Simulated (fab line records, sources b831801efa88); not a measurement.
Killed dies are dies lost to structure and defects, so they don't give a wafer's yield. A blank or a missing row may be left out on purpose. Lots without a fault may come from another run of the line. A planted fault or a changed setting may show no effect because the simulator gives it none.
Which tool did it? | flow sky130 | 12 lots, 36 wafers sampled, at 5 steps of a route of 708

WHAT THE GAUGES READ, wafer by wafer
SKY_VT_ADJUST_PCH_TW_MEAS_10. Usual: VT_ADJUST_PCH_TW 141.2, standard deviation 1.
lot  | measured     | on            | VT_ADJUST_PCH_TW  | flag
L997 | day 10 05:47 | film_metro-04 | 143.2 142.1 142.8 |
L998 | day 10 15:12 | film_metro-03 | 142.2 141.3 142.4 |
L999 | day 11 07:44 | film_metro-01 | 140.8 140.7 141.2 |
L100 | day 11 11:41 | film_metro-01 | 140.4 140.7 140.7 |
L101 | day 11 21:21 | film_metro-03 | 143.0 143.5 143.0 |
L105 | day 13 00:20 | film_metro-01 | 140.0 140.4 140.7 |
L109 | day 14 04:44 | film_metro-03 | 142.1 142.5 142.4 |
L112 | day 15 00:51 | film_metro-01 | 140.6 140.9 140.5 |
L116 | day 16 13:27 | film_metro-03 | 141.1 141.1 141.1 |
L118 | day 17 00:32 | film_metro-01 | 139.9 141.2 141.4 |
L119 | day 17 04:26 | film_metro-01 | 139.6 139.6 141.4 |
L120 | day 17 13:56 | film_metro-01 | 140.1 140.4 140.4 |

SKY_LDD_P_TW_MEAS_11. Usual: LDD_P_TW 631, standard deviation 4.7.
lot  | measured     | on            | LDD_P_TW    | flag
L997 | day 18 23:08 | film_metro-03 | 636 636 636 |
L998 | day 19 04:06 | film_metro-03 | 634 637 633 |
L999 | day 20 05:34 | film_metro-02 | 625 624 624 |
L100 | day 20 08:05 | film_metro-04 | 637 639 636 |
L101 | day 21 17:43 | film_metro-03 | 635 634 632 |
L105 | day 22 05:32 | film_metro-02 | 622 625 629 |
L109 | day 23 11:32 | film_metro-04 | 457 458 459 | OFF
L112 | day 24 07:58 | film_metro-04 | 459 460 458 | OFF
L116 | day 25 22:04 | film_metro-03 | 633 628 634 |
L118 | day 26 08:17 | film_metro-04 | 636 635 639 |
L119 | day 26 15:35 | film_metro-02 | 624 625 623 |
L120 | day 26 23:44 | film_metro-03 | 632 631 638 |

WHICH TOOL RAN EACH LOT (tool, then ch and the chambers of the sampled wafers, then the start)
lot  | SKY_NWELL_RTA_28                 | SKY_POLY_GATE_STRIP_18               | SKY_LDD_P_IMPLANT_09
L997 | rtp_anneal-01 ch 0, day 5 04:55  | plasma_asher-02 ch 0,1, day 16 08:35 | implanter-03 ch 0, day 18 22:53
L998 | rtp_anneal-02 ch 0, day 5 11:35  | plasma_asher-02 ch 0,1, day 16 12:37 | implanter-04 ch 0, day 19 03:53
L999 | rtp_anneal-01 ch 0, day 6 01:08  | plasma_asher-03 ch 0,1, day 17 12:44 | implanter-02 ch 0, day 20 05:19
L100 | rtp_anneal-02 ch 0, day 6 05:25  | plasma_asher-02 ch 0,1, day 17 15:35 | implanter-03 ch 0, day 20 07:51
L101 | rtp_anneal-01 ch 0, day 6 13:10  | plasma_asher-03 ch 0,1, day 19 01:06 | implanter-02 ch 0, day 21 17:29
L105 | rtp_anneal-01 ch 0, day 7 10:15  | plasma_asher-04 ch 0,1, day 19 12:29 | implanter-04 ch 0, day 22 05:17
L109 | rtp_anneal-01 ch 0, day 8 08:44  | plasma_asher-04 ch 0,1, day 20 18:38 | implanter-04 ch 0, day 23 11:17
L112 | rtp_anneal-02 ch 0, day 9 03:10  | plasma_asher-04 ch 0,1, day 21 17:43 | implanter-04 ch 0, day 24 07:44
L116 | rtp_anneal-01 ch 0, day 10 05:11 | plasma_asher-02 ch 0,1, day 23 08:52 | implanter-02 ch 0, day 25 21:51
L118 | rtp_anneal-01 ch 0, day 10 15:04 | plasma_asher-02 ch 0,1, day 23 18:55 | implanter-02 ch 0, day 26 08:02
L119 | rtp_anneal-01 ch 0, day 10 17:44 | plasma_asher-03 ch 0,1, day 24 00:41 | implanter-03 ch 0, day 26 15:20
L120 | rtp_anneal-01 ch 0, day 11 02:46 | plasma_asher-02 ch 0,1, day 24 11:32 | implanter-03 ch 0, day 26 23:29
- SKY_NWELL_RTA_28: time 30 s.
- SKY_POLY_GATE_STRIP_18: strips in O2/N2.
- SKY_LDD_P_IMPLANT_09

WHAT THE TOOLS THEMSELVES READ (means of the sampled wafers that have a number; where no wafer has one, the mark that the record gives instead)
SKY_NWELL_RTA_28. Usual: chamber_o2_ppm 1.997, standard deviation 0.02; lamp_power_pct 25.29 %, standard deviation 0.056; ramp_down_c_per_s 89.998, standard deviation 0.016; wafer_temp_C_max 1054.9, standard deviation 1.
lot  | tool          | chamber_o2_ppm | lamp_power_pct (%) | ramp_down_c_per_s | wafer_temp_C_max | flag
L997 | rtp_anneal-01 | 2.003          | 25.25              | 89.999            | 1055.1           |
L998 | rtp_anneal-02 | 1.994          | 25.26              | 90.007            | 1053.7           |
L999 | rtp_anneal-01 | 1.985          | 25.29              | 89.991            | 1054.4           |
L100 | rtp_anneal-02 | 1.994          | 25.29              | 89.993            | 1055.0           |
L101 | rtp_anneal-01 | 1.988          | 25.31              | 89.994            | 1054.6           |
L105 | rtp_anneal-01 | 1.989          | 25.30              | 90.003            | 1055.1           |
L109 | rtp_anneal-01 | 1.984          | 25.26              | 89.993            | 1054.5           |
L112 | rtp_anneal-02 | 1.997          | 25.28              | 90.011            | 1054.3           |
L116 | rtp_anneal-01 | 2.005          | 25.20              | 90.001            | 1054.7           |
L118 | rtp_anneal-01 | 1.993          | 25.29              | 90.007            | 1055.0           |
L119 | rtp_anneal-01 | 2.013          | 25.29              | 90.005            | 1054.8           |
L120 | rtp_anneal-01 | 1.979          | 25.36              | 90.025            | 1054.9           |

SKY_POLY_GATE_STRIP_18. Usual: drypump_motor_current_A 5.4 A, standard deviation 0.37; oes_product_au 0.360 a.u., standard deviation 0.0048; strip_time_to_endpoint_s 3.158 s, standard deviation 0.029.
lot  | tool            | drypump_motor_current_A (A) | oes_product_au (a.u.) | strip_time_to_endpoint_s (s) | flag
L997 | plasma_asher-02 | 5.4                         | 0.355                 | 3.138                        |
L998 | plasma_asher-02 | 5.3                         | 0.355                 | 3.126                        |
L999 | plasma_asher-03 | 5.3                         | 0.358                 | 3.135                        |
L100 | plasma_asher-02 | 5.3                         | 0.358                 | 3.178                        |
L101 | plasma_asher-03 | 5.1                         | 0.361                 | 3.184                        |
L105 | plasma_asher-04 | 6.0                         | 0.362                 | 3.168                        |
L109 | plasma_asher-04 | 6.0                         | 0.359                 | 3.147                        |
L112 | plasma_asher-04 | 6.0                         | 0.366                 | 3.154                        |
L116 | plasma_asher-02 | 5.3                         | 0.360                 | 3.162                        |
L118 | plasma_asher-02 | 5.5                         | 0.358                 | 3.130                        |
L119 | plasma_asher-03 | 5.2                         | 0.363                 | 3.149                        |
L120 | plasma_asher-02 | 5.5                         | 0.367                 | 3.184                        |

SKY_LDD_P_IMPLANT_09. Usual: dose_ions_cm2 1e+13, standard deviation 9.6e+09; faraday_current_uA 56.3, standard deviation 1.1.
lot  | tool         | dose_ions_cm2 | faraday_current_uA | flag
L997 | implanter-03 | 1e+13         | 57.4               |
L998 | implanter-04 | 1e+13         | 55.5               |
L999 | implanter-02 | 1e+13         | 57.2               |
L100 | implanter-03 | 1e+13         | 56.8               |
L101 | implanter-02 | 1e+13         | 56.6               |
L105 | implanter-04 | 1e+13         | 57.2               |
L109 | implanter-04 | 4e+12         | 19.5               | OFF
L112 | implanter-04 | 3e+12         | 19.3               | OFF
L116 | implanter-02 | 1e+13         | 57.1               |
L118 | implanter-02 | 1e+13         | 55.3               |
L119 | implanter-03 | 1e+13         | 55.6               |
L120 | implanter-03 | 1e+13         | 55.9               |

THE ANSWER, worked out from the rows above alone
Rule: a lot is off if the mean of its wafers that have a number lies more than 3 standard deviations from the usual mean. A lot without any number at a reading at which 4 lots or more have one is off too. The other lots that the step has rows for count as sound. The gauges are gone through in route order, then the tools' own readings, and for those a lot's mean is taken as printed above. The first step at which some lot is off is used, and at that step the reading that is off furthest; a lot without a number counts as furthest.
Off: L109, L112, at SKY_LDD_P_TW_MEAS_11 (LDD_P_TW).
A tool fits if, at a process step before that reading, it ran every lot that is off, and no sound lot after the first of them. The gauges at SKY_LDD_P_TW_MEAS_11 aren't tried: what is off there is off at SKY_LDD_P_IMPLANT_09 too, on other tools, and a gauge's error can't cause that. Can't be told from this: 2 tools fit, plasma_asher-04 at SKY_POLY_GATE_STRIP_18, implanter-04 at SKY_LDD_P_IMPLANT_09.

WHAT THE SIMULATOR HAD PUT IN
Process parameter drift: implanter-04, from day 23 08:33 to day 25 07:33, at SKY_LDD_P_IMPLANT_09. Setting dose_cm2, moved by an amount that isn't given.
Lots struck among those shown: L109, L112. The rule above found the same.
